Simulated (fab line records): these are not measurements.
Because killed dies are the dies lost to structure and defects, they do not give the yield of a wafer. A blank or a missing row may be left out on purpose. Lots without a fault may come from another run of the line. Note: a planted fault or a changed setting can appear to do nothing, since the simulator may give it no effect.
fab line records	flow gf180mcu	part 1 of 2: steps 1 to 27 of 36
[record] lots = 5	wafers = 15	lastDay = 33
route steps=602 shown V3@445 M4@456 V4@476
lots untouched by any fault: they come from a run of this same line in which no faults occurred
startH: hours from the record's opening day to when the first of the lot's shown wafers began	waitH: hours since the lot's step before	" identical to the entry in the row above	L1.1+2: several wafers, shown together as one row	- no value, or no start given	* or withheld: withheld	< > ~ a bound
route shown NAME@n: NAME is a module with steps in the file, n the number in the route of the first one	usual: mean/standard deviation of fault-free wafers	same: alike in all rows	chamber/n: place in a boat	sites: per-site readings	_std_site: the values' standard deviation	_edge_site: the outer-site mean with the inner-site mean subtracted	radiusMm: how far each site lies from the wafer's centre	mask NAME#n: copy n	behind: the last tool/chamber to shape the wafer	hold: reason for holding the lot/hours on hold/outcome of the hold	device: the n, p or np transistor that did not switch	end of line: at the end of the route, the tests of the same wafers	a step with no rows: only its recipe	killed: not the wafer's yield, but the dies lost to structure and defects at the first sort	map: dies across one wafer; x = killed, . = not, _ = none there
set.NAME: the setting that was run; set.NAME@STEP: the one run at that earlier step	model.NAME: the simulator's own value behind a step, which no gauge read
lots at selected steps of the route; one table per step, one row per wafer
services: a tool's chamber out of use, with start hour (startH, from the record's first day; less than 0 if before it), hours out, and reason
[[steps]]
[step GF_V3_ETCH_16]
[recipe] chemistry = N2/H2	targetDepthA = withheld	overetchA = withheld	timeS = withheld	target = BARC	ionEnergyEv = 200	sourceW = 500	biasW = 100	pressureMtorr = 30	n2FlowSccm = 100	h2FlowSccm = 200
[usual] drypumpMotorCurrentA = 5.6/0.59	oesProductAu = 0.854/0.0045	throttleValvePct = 13.224/0.0087
lot.wafer	tool	chamber	startH	waitH	drypumpMotorCurrentA	oesProductAu	throttleValvePct
L075.1	rieDiel-04	3	510.00	0.0	5.0	0.864	13.206
L075.3	"	0	"	"	5.4	0.858	13.227
L075.5	"	3	"	"	5.0	0.859	13.220
L076.2	rieDiel-04	3	530.00	0.0	5.0	0.858	13.220
L076.5	"	2	"	"	6.1	0.847	13.208
L076.6	"	1	"	"	5.6	0.848	13.224
L078.1	rieDiel-02	3	546.94	0.0	5.7	0.858	13.235
L078.2	"	0	"	"	6.2	0.856	13.222
L078.5	"	1	"	"	6.4	0.857	13.216
L084.1	rieDiel-02	1	614.35	0.0	6.4	0.850	13.229
L084.3	"	3	"	"	5.7	0.855	13.216
L084.4	"	2	"	"	5.9	0.858	13.215
L096.1	rieDiel-03	1	685.30	0.0	5.0	0.853	13.230
L096.4	"	2	"	"	5.1	0.857	13.217
L096.6	"	3	"	"	6.6	0.853	13.224
[step GF_V3_ETCH_17]
[recipe] chemistry = C4F8/O2/Ar	maskMaterial = KrF	target = SiO2	stopOn = TiN	sourceW = 1500	biasW = 1200	pressureMtorr = 40	c4f8FlowSccm = withheld	O2_flow_sccm = 6	Ar_flow_sccm = 300	timeS = withheld	targetDepthA = 6350
[usual] oesProductAu = 0.855/0.0048
lot.wafer	tool	chamber	startH	waitH	oesProductAu
L075.1	rieDiel-04	3	-	-	0.857
L075.3	"	0	"	"	0.848
L075.5	"	3	"	"	0.863
L076.2	rieDiel-04	3	-	-	0.860
L076.5	"	2	"	"	0.853
L076.6	"	1	"	"	0.857
L078.1	rieDiel-02	3	-	-	0.853
L078.2	"	0	"	"	0.864
L078.5	"	1	"	"	0.852
L084.1	rieDiel-02	1	-	-	0.856
L084.3	"	3	"	"	0.859
L084.4	"	2	"	"	0.847
L096.1	rieDiel-03	1	-	-	0.846
L096.4	"	2	"	"	0.849
L096.6	"	3	"	"	0.846
[step GF_V3_STRIP_18]
[recipe] chemistry = O2/N2	powerW = 1400	pressureMtorr = 1500	platenTempC = 250	o2FlowSccm = 3000	n2FlowSccm = 300	overashFraction = 0.5
[usual] drypumpMotorCurrentA = 6.0/0.5	heaterPowerW = 319/18	oesProductAu = 0.593/0.0047
lot.wafer	tool	chamber	startH	waitH	drypumpMotorCurrentA	heaterPowerW	oesProductAu	rfHoursCounterH
L075.1	plasmaAsher-02	1	510.13	-	6.5	296	0.592	88
L075.3	"	0	"	"	5.7	313	0.582	-
L075.5	"	0	"	"	5.7	302	0.591	-
L076.2	plasmaAsher-03	1	530.12	-	6.8	358	0.594	75
L076.5	"	1	"	"	6.7	355	0.585	-
L076.6	"	0	"	"	5.8	305	0.602	-
L078.1	plasmaAsher-02	0	547.07	-	5.6	313	0.592	93
L078.2	"	1	"	"	6.5	303	0.590	93
L078.5	"	1	"	"	6.5	308	0.588	-
L084.1	plasmaAsher-02	0	614.48	-	5.7	310	0.591	100
L084.3	"	1	"	"	6.5	302	0.600	-
L084.4	"	0	"	"	5.7	316	0.594	-
L096.1	plasmaAsher-03	0	685.43	-	5.8	318	0.592	92
L096.4	"	1	"	"	6.8	349	0.594	-
L096.6	"	1	"	"	6.7	358	0.596	-
[step GF_V3_STRIP_19]
[recipe] chemistry = postEtchResidueRemover	timeS = 1200	tempC = 72.5
[usual] tempC = 72.52/0.12
[same] timeS = 1200
lot.wafer	tool	chamber	startH	waitH	tempC
L075.1	wetBench-01	0	510.23	0.1	72.56
L075.3	"	0	"	"	72.50
L075.5	"	0	"	"	72.65
L076.2	wetBench-01	0	530.22	0.1	72.50
L076.5	"	0	"	"	72.66
L076.6	"	0	"	"	72.73
L078.1	wetBench-03	2	547.17	0.1	72.62
L078.2	"	2	"	"	72.49
L078.5	"	2	"	"	72.44
L084.1	wetBench-03	1	614.58	0.1	72.50
L084.3	"	1	"	"	72.54
L084.4	"	1	"	"	72.54
L096.1	wetBench-02	3	685.53	0.1	72.67
L096.4	"	3	"	"	72.62
L096.6	"	3	"	"	72.66
[step GF_V3_CLEAN_20]
[recipe] chemistry = DIW	dry = n2Spin
lot.wafer	tool	chamber	startH	waitH
L075.1+3+5	wetBench-02	1	510.57	0.0
L076.2+5+6	wetBench-03	2	530.57	0.0
L078.1+2+5	wetBench-02	2	547.52	0.0
L084.1+3+4	wetBench-01	0	614.95	0.0
L096.1+4+6	wetBench-01	0	685.94	0.0
[step GF_V3_SPUTTER_21]
[recipe] material = Ti	targetThkNm = 15	chamberPressurePa = 5	powerW = 2500	substrateTempC = 200	timeS = 80.02
[usual] throttleValvePct = 30.5/1.3
[same] timeS = 80.02
lot.wafer	tool	chamber	startH	waitH	throttleValvePct
L075.1	pvdSputter-02	-	510.67	0.0	29.7
L075.3	"	-	"	"	31.6
L075.5	"	-	"	"	26.9
L076.2	pvdSputter-01	-	530.66	0.0	31.3
L076.5	"	-	"	"	31.4
L076.6	"	-	"	"	29.6
L078.1	pvdSputter-04	-	547.61	0.0	29.4
L078.2	"	-	"	"	31.0
L078.5	"	-	"	"	30.3
L084.1	pvdSputter-02	-	615.05	0.0	31.5
L084.3	"	-	"	"	29.5
L084.4	"	-	"	"	32.0
L096.1	pvdSputter-01	-	686.04	0.0	31.1
L096.4	"	-	"	"	31.2
L096.6	"	-	"	"	29.7
[step GF_V3_SPUTTER_22]
[recipe] material = TiN	targetThkNm = 10	chamberPressurePa = 5	powerW = 4000	timeS = 40
[usual] throttleValvePct = 30.5/1.3
[same] timeS = 40
lot.wafer	tool	chamber	startH	waitH	throttleValvePct
L075.1	pvdSputter-02	-	510.73	0.0	29.8
L075.3	"	-	"	"	31.4
L075.5	"	-	"	"	27.3
L076.2	pvdSputter-01	-	530.72	0.0	31.3
L076.5	"	-	"	"	31.5
L076.6	"	-	"	"	29.6
L078.1	pvdSputter-04	-	547.67	0.0	29.3
L078.2	"	-	"	"	31.1
L078.5	"	-	"	"	30.5
L084.1	pvdSputter-02	-	615.11	0.0	31.6
L084.3	"	-	"	"	29.7
L084.4	"	-	"	"	31.5
L096.1	pvdSputter-01	-	686.10	0.0	30.8
L096.4	"	-	"	"	31.3
L096.6	"	-	"	"	29.7
[step GF_V3_CVD_23]
[recipe] material = W	targetThkNm = 350	timeS = 104.9	tempC = 400	pressureTorr = 40
[usual] chamberPressureTorr = 40.00/0.089	heaterPowerW = 894/87
[same] timeS = 104.9
lot.wafer	tool	chamber	startH	waitH	chamberPressureTorr	heaterPowerW
L075.1	cvdW-02	0	510.77	0.0	40.12	941
L075.3	"	0	"	"	39.99	891
L075.5	"	0	"	"	40.01	932
L076.2	cvdW-02	1	530.76	0.0	39.93	1045
L076.5	"	1	"	"	39.96	1033
L076.6	"	0	"	"	39.93	924
L078.1	cvdW-01	0	547.71	0.0	39.99	770
L078.2	"	1	"	"	40.09	849
L078.5	"	0	"	"	40.00	821
L084.1	cvdW-01	1	615.15	0.0	39.81	874
L084.3	"	1	"	"	39.99	846
L084.4	"	0	"	"	39.97	808
L096.1	cvdW-01	0	686.14	0.0	40.14	818
L096.4	"	0	"	"	40.00	827
L096.6	"	0	"	"	39.99	828
[step GF_V3_RS_MEAS_24]
[recipe] thkMeasGauge = four-point-probe	reads = W_of_V3_CVD_23+TiN_of_V3_SPUTTER_22+Ti_of_V3_SPUTTER_21
[usual] V3_W_RS = 0.327/0.0036
lot.wafer	tool	chamber	startH	waitH	V3_W_RS[ohm/sq]
L075.1	filmMetro-04	-	510.88	0.1	0.329
L075.3	"	-	"	"	0.325
L075.5	"	-	"	"	0.326
L076.2	filmMetro-04	-	530.89	0.1	0.329
L076.5	"	-	"	"	0.329
L076.6	"	-	"	"	0.329
L078.1	filmMetro-01	-	547.82	0.1	0.327
L078.2	"	-	"	"	0.326
L078.5	"	-	"	"	0.331
L084.1	filmMetro-02	-	615.26	0.1	0.327
L084.3	"	-	"	"	0.328
L084.4	"	-	"	"	0.333
L096.1	filmMetro-04	-	686.25	0.1	0.335
L096.4	"	-	"	"	0.331
L096.6	"	-	"	"	0.332
[step GF_V3_THK_MEAS_25]
[recipe] thkMeasGauge = xrf	reads = W_of_V3_CVD_23
[usual] V3_W_THK = 351/4.4
lot.wafer	tool	chamber	startH	waitH	V3_W_THK[nm]
L075.1	filmMetro-04	-	511.00	0.1	350
L075.3	"	-	"	"	355
L075.5	"	-	"	"	355
L076.2	filmMetro-04	-	531.00	0.1	346
L076.5	"	-	"	"	345
L076.6	"	-	"	"	347
L078.1	filmMetro-01	-	547.94	0.1	351
L078.2	"	-	"	"	353
L078.5	"	-	"	"	348
L084.1	filmMetro-02	-	615.38	0.1	352
L084.3	"	-	"	"	353
L084.4	"	-	"	"	346
L096.1	filmMetro-04	-	686.37	0.1	343
L096.4	"	-	"	"	349
L096.6	"	-	"	"	349
[step GF_V3_CMP_26]
[recipe] stopOn = SiO2	downForcePsi = 3.5	platenRpm = 60	tOverpolishS = 15.76	targetThkNm = 0	padVelocityMS = 0.94248
[usual] edgeZonePressureFrac = 1.001/0.0051	motorCurrentA = 11.3/0.96	overpolishRunS = 15.760/0.0089	timeToEndpointS = 84/3.3
lot.wafer	tool	chamber	startH	waitH	edgeZonePressureFrac	motorCurrentA	overpolishRunS	timeToEndpointS
L075.3	cmp-02	1	511.11	0.1	1.005	10.7	15.760	86
L075.1	"	3	"	"	1.007	12.8	15.776	81
L075.5	"	1	"	"	0.996	10.8	15.773	87
L076.2	cmp-02	1	531.10	0.1	1.004	10.2	15.762	85
L076.5	"	0	"	"	0.997	12.9	15.753	89
L076.6	"	1	"	"	1.002	10.8	15.762	88
L078.1	cmp-02	3	548.05	0.1	1.001	12.7	15.758	84
L078.2	"	1	"	"	1.001	10.3	15.748	89
L078.5	"	3	"	"	0.996	12.5	15.762	78
L084.4	cmp-01	1	615.44	0.0	1.004	10.4	15.752	86
L084.3	"	2	"	"	0.995	11.7	15.767	87
L084.1	"	0	"	"	1.007	11.9	15.751	90
L096.1	cmp-02	0	686.53	0.1	0.999	12.8	15.767	83
L096.4	"	1	"	"	1.007	10.4	15.760	86
L096.6	"	2	"	"	1.000	12.0	15.769	77
[step GF_M4_SPUTTER_00]
[recipe] material = Ti	targetThkNm = 37.5	arrivingIonEnergyEv = 80	substrateTempC = 200	chamberPressurePa = 2	powerW = 4000	timeS = 150
[usual] throttleValvePct = 30.6/0.77
[same] timeS = 150
lot.wafer	tool	chamber	startH	waitH	throttleValvePct
L075.1	pvdSputter-03	-	511.36	0.1	30.6
L075.3	"	-	"	"	30.4
L075.5	"	-	"	"	30.5
L076.2	pvdSputter-03	-	531.35	0.2	30.4
L076.5	"	-	"	"	29.1
L076.6	"	-	"	"	30.9
L078.1	pvdSputter-01	-	548.30	0.2	31.4
L078.2	"	-	"	"	29.5
L078.5	"	-	"	"	29.6
L084.1	pvdSputter-03	-	615.74	0.1	30.9
L084.3	"	-	"	"	30.6
L084.4	"	-	"	"	29.4
L096.1	pvdSputter-03	-	686.73	0.1	28.8
L096.4	"	-	"	"	30.7
L096.6	"	-	"	"	31.1
[step GF_M4_SPUTTER_01]
[recipe] material = TiN	targetThkNm = 30	powerW = 6500	timeS = 25	chamberPressurePa = 0.4
[usual] throttleValvePct = 30.6/0.79
[same] timeS = 25
lot.wafer	tool	chamber	startH	waitH	throttleValvePct
L075.1	pvdSputter-03	-	511.46	0.1	30.3
L075.3	"	-	"	"	30.5
L075.5	"	-	"	"	30.6
L076.2	pvdSputter-03	-	531.45	0.1	30.5
L076.5	"	-	"	"	29.0
L076.6	"	-	"	"	31.0
L078.1	pvdSputter-01	-	548.40	0.1	31.5
L078.2	"	-	"	"	30.1
L078.5	"	-	"	"	29.5
L084.1	pvdSputter-03	-	615.84	0.1	31.2
L084.3	"	-	"	"	30.5
L084.4	"	-	"	"	28.9
L096.1	pvdSputter-03	-	686.83	0.1	29.2
L096.4	"	-	"	"	30.8
L096.6	"	-	"	"	31.1
[step GF_M4_SPUTTER_02]
[recipe] material = AlCu	targetThkNm = 450	powerW = 10600	timeS = 23.9	chamberPressurePa = 0.4
[usual] throttleValvePct = 30.7/0.78
[same] timeS = 23.9
lot.wafer	tool	chamber	startH	waitH	throttleValvePct
L075.1	pvdSputter-03	-	511.49	0.0	30.7
L075.3	"	-	"	"	30.5
L075.5	"	-	"	"	30.7
L076.2	pvdSputter-03	-	531.48	0.0	30.3
L076.5	"	-	"	"	29.1
L076.6	"	-	"	"	30.9
L078.1	pvdSputter-01	-	548.43	0.0	31.2
L078.2	"	-	"	"	29.7
L078.5	"	-	"	"	29.5
L084.1	pvdSputter-03	-	615.87	0.0	31.1
L084.3	"	-	"	"	30.5
L084.4	"	-	"	"	29.4
L096.1	pvdSputter-03	-	686.86	0.0	29.3
L096.4	"	-	"	"	30.6
L096.6	"	-	"	"	31.1
[step GF_M4_SPUTTER_03]
[recipe] material = Ti	targetThkNm = 10	substrateTempC = 300	chamberPressurePa = 0.3	powerW = 3000	timeS = 6.7
[usual] throttleValvePct = 30.6/0.78
[same] timeS = 6.7
lot.wafer	tool	chamber	startH	waitH	throttleValvePct
L075.1	pvdSputter-03	-	511.52	0.0	30.7
L075.3	"	-	"	"	30.4
L075.5	"	-	"	"	30.5
L076.2	pvdSputter-03	-	531.51	0.0	30.5
L076.5	"	-	"	"	29.2
L076.6	"	-	"	"	30.9
L078.1	pvdSputter-01	-	548.46	0.0	31.3
L078.2	"	-	"	"	29.6
L078.5	"	-	"	"	29.6
L084.1	pvdSputter-03	-	615.90	0.0	30.7
L084.3	"	-	"	"	30.7
L084.4	"	-	"	"	29.3
L096.1	pvdSputter-03	-	686.89	0.0	29.1
L096.4	"	-	"	"	30.6
L096.6	"	-	"	"	31.3
[step GF_M4_SPUTTER_04]
[recipe] material = TiN	targetThkNm = 50	powerW = 6500	timeS = 41.7	chamberPressurePa = 0.4
[usual] throttleValvePct = 30.7/0.77
[same] timeS = 41.7
lot.wafer	tool	chamber	startH	waitH	throttleValvePct
L075.1	pvdSputter-03	-	511.54	0.0	30.4
L075.3	"	-	"	"	30.5
L075.5	"	-	"	"	30.4
L076.2	pvdSputter-03	-	531.53	0.0	30.5
L076.5	"	-	"	"	29.4
L076.6	"	-	"	"	31.0
L078.1	pvdSputter-01	-	548.48	0.0	31.2
L078.2	"	-	"	"	29.5
L078.5	"	-	"	"	29.6
L084.1	pvdSputter-03	-	615.92	0.0	31.0
L084.3	"	-	"	"	30.8
L084.4	"	-	"	"	29.2
L096.1	pvdSputter-03	-	686.91	0.0	29.3
L096.4	"	-	"	"	30.8
L096.6	"	-	"	"	31.1
[step GF_M4_RS_MEAS_05]
[recipe] thkMeasGauge = four-point-probe	reads = TiN_of_M4_SPUTTER_04+Ti_of_M4_SPUTTER_03+AlCu_of_M4_SPUTTER_02+TiN_of_M4_SPUTTER_01+Ti_of_M4_SPUTTER_00
[usual] M4_ALCU_RS = 0.0696/0.00084
lot.wafer	tool	chamber	startH	waitH	M4_ALCU_RS[ohm/sq]
L075.1	filmMetro-02	-	511.58	0.0	0.0690
L075.3	"	-	"	"	0.0681
L075.5	"	-	"	"	0.0687
L076.2	filmMetro-02	-	531.59	0.0	0.0703
L076.5	"	-	"	"	0.0704
L076.6	"	-	"	"	0.0709
L078.1	filmMetro-02	-	548.52	0.0	0.0692
L078.2	"	-	"	"	0.0694
L078.5	"	-	"	"	0.0695
L084.1	filmMetro-03	-	615.96	0.0	0.0694
L084.3	"	-	"	"	0.0692
L084.4	"	-	"	"	0.0696
L096.1	filmMetro-04	-	686.95	0.0	0.0699
L096.4	"	-	"	"	0.0702
L096.6	"	-	"	"	0.0701
[step GF_M4_THK_MEAS_06]
[recipe] thkMeasGauge = xrf	reads = AlCu_of_M4_SPUTTER_02
[usual] M4_ALCU_THK = 451/5.8
lot.wafer	tool	chamber	startH	waitH	M4_ALCU_THK[nm]
L075.1	filmMetro-02	-	511.70	0.1	452
L075.3	"	-	"	"	459
L075.5	"	-	"	"	455
L076.2	filmMetro-02	-	531.70	0.1	447
L076.5	"	-	"	"	446
L076.6	"	-	"	"	442
L078.1	filmMetro-02	-	548.64	0.1	454
L078.2	"	-	"	"	449
L078.5	"	-	"	"	449
L084.1	filmMetro-03	-	616.08	0.1	454
L084.3	"	-	"	"	455
L084.4	"	-	"	"	455
L096.1	filmMetro-04	-	687.07	0.1	453
L096.4	"	-	"	"	451
L096.6	"	-	"	"	449
[step GF_M4_DEHYDRATE_07]
[recipe] tempC = 200	timeS = 60
[same] timeS = 60
lot.wafer	tool	chamber	startH	waitH
L075.1+3+5	lithoTrack-03	0	522.89	11.2
L076.2+5+6	lithoTrack-01	0	542.40	10.7
L078.1+2+5	lithoTrack-03	0	559.54	10.9
L084.1+3+4	lithoTrack-01	0	625.17	9.1
L096.1+4+6	lithoTrack-02	0	695.70	8.6
[step GF_M4_HMDS_08]
[recipe] primeTimeS = 60	primeTempC = 120
lot.wafer	tool	chamber	startH	waitH
L075.1+3+5	lithoTrack-03	0	523.04	0.1
L076.2+5+6	lithoTrack-01	0	542.55	0.1
L078.1+2+5	lithoTrack-03	0	559.69	0.1
L084.1+3+4	lithoTrack-01	0	625.32	0.1
L096.1+4+6	lithoTrack-02	0	695.85	0.1
[step GF_M4_COAT_09]
[recipe] resist = KrF	spinRpm = withheld	resistThkNm = 1000
lot.wafer	tool	chamber	startH	waitH
L075.1+3+5	lithoTrack-03	0	523.19	0.1
L076.2+5+6	lithoTrack-01	0	542.70	0.1
L078.1+2+5	lithoTrack-03	0	559.84	0.1
L084.1+3+4	lithoTrack-01	0	625.47	0.1
L096.1+4+6	lithoTrack-02	0	696.00	0.1
[step GF_M4_SOFTBAKE_10]
[recipe] tempC = 130	timeS = 60	resist = KrF
[same] timeS = 60
lot.wafer	tool	chamber	startH	waitH
L075.1+3+5	lithoTrack-03	0	523.34	0.1
L076.2+5+6	lithoTrack-01	0	542.85	0.1
L078.1+2+5	lithoTrack-03	0	559.99	0.1
L084.1+3+4	lithoTrack-01	0	625.62	0.1
L096.1+4+6	lithoTrack-02	0	696.15	0.1
[step GF_M4_EXPOSE_11]
[recipe] maskId = Metal4	targetCdNm = 280	na = 0.68	sourceShape = conventional	sigmaOuter = 0.6	doseMj = 28
[usual] exposureDoseMJCm2 = 27.96/0.033
[same] na = 0.68	sigmaOuter = 0.6
lot.wafer	tool	chamber	startH	waitH	mask	exposureDoseMJCm2
L075.1	krfScanner-02	0	-	-	Metal4#0	27.97
L075.3	"	0	"	"	Metal4#0	27.97
L075.5	"	0	"	"	Metal4#0	27.96
L076.2	krfScanner-01	0	-	-	Metal4#0	27.92
L076.5	"	0	"	"	Metal4#0	27.92
L076.6	"	0	"	"	Metal4#0	27.95
L078.1	krfScanner-02	0	-	-	Metal4#0	27.96
L078.2	"	0	"	"	Metal4#0	27.97
L078.5	"	0	"	"	Metal4#0	27.99
L084.1	krfScanner-01	0	-	-	Metal4#0	27.96
L084.3	"	0	"	"	Metal4#0	27.96
L084.4	"	0	"	"	Metal4#0	27.97
L096.1	krfScanner-02	0	-	-	Metal4#0	28.03
L096.4	"	0	"	"	Metal4#0	28.00
L096.6	"	0	"	"	Metal4#0	28.01
[step GF_M4_PEB_12]
[recipe] pebTempC = 135	pebTimeS = 90	resist = KrF
lot.wafer	tool	chamber	startH	waitH
L075.1+3+5	lithoTrack-01	0	-	-
L076.2+5+6	lithoTrack-03	0	-	-
L078.1+2+5	lithoTrack-03	0	-	-
L084.1+3+4	lithoTrack-01	0	-	-
L096.1+4+6	lithoTrack-02	0	-	-
[step GF_M4_DEVELOP_13]
[recipe] developTimeS = 60	devTempC = 21
lot.wafer	tool	chamber	startH	waitH
L075.1+3+5	lithoTrack-01	0	534.67	0.2
L076.2+5+6	lithoTrack-03	0	554.46	0.2
L078.1+2+5	lithoTrack-03	0	570.44	0.2
L084.1+3+4	lithoTrack-01	0	635.07	0.2
L096.1+4+6	lithoTrack-02	0	705.00	0.2
[step GF_M4_CD_MEAS_14]
[recipe] targetCdNm = 280
[usual] cdNm = 279.7/1.3
lot.wafer	tool	chamber	startH	waitH	cdNm
L075.1	cdSem-02	-	534.82	0.1	280.2
L075.3	"	-	"	"	281.3
L075.5	"	-	"	"	279.9
L076.2	cdSem-02	-	554.61	0.1	279.1
L076.5	"	-	"	"	279.5
L076.6	"	-	"	"	279.8
L078.1	cdSem-02	-	570.59	0.1	280.5
L078.2	"	-	"	"	278.4
L078.5	"	-	"	"	279.4
L084.1	cdSem-01	-	635.22	0.1	278.8
L084.3	"	-	"	"	278.9
L084.4	"	-	"	"	278.9
L096.1	cdSem-02	-	705.15	0.1	278.2
L096.4	"	-	"	"	279.7
L096.6	"	-	"	"	279.4
[step GF_M4_OVL_MEAS_15]
[usual] M4_OVL = -2/6.3
lot.wafer	tool	chamber	startH	waitH	M4_OVL[nm]
L075.1	overlay-01	-	534.94	0.1	-3
L075.3	"	-	"	"	-6
L075.5	"	-	"	"	-7
L076.2	overlay-02	-	554.71	0.1	3
L076.5	"	-	"	"	11
L076.6	"	-	"	"	0
L078.1	overlay-01	-	570.71	0.1	0
L078.2	"	-	"	"	-1
L078.5	"	-	"	"	0
L084.1	overlay-01	-	635.34	0.1	-8
L084.3	"	-	"	"	-10
L084.4	"	-	"	"	-15
L096.1	overlay-02	-	705.27	0.1	0
L096.4	"	-	"	"	9
L096.6	"	-	"	"	12
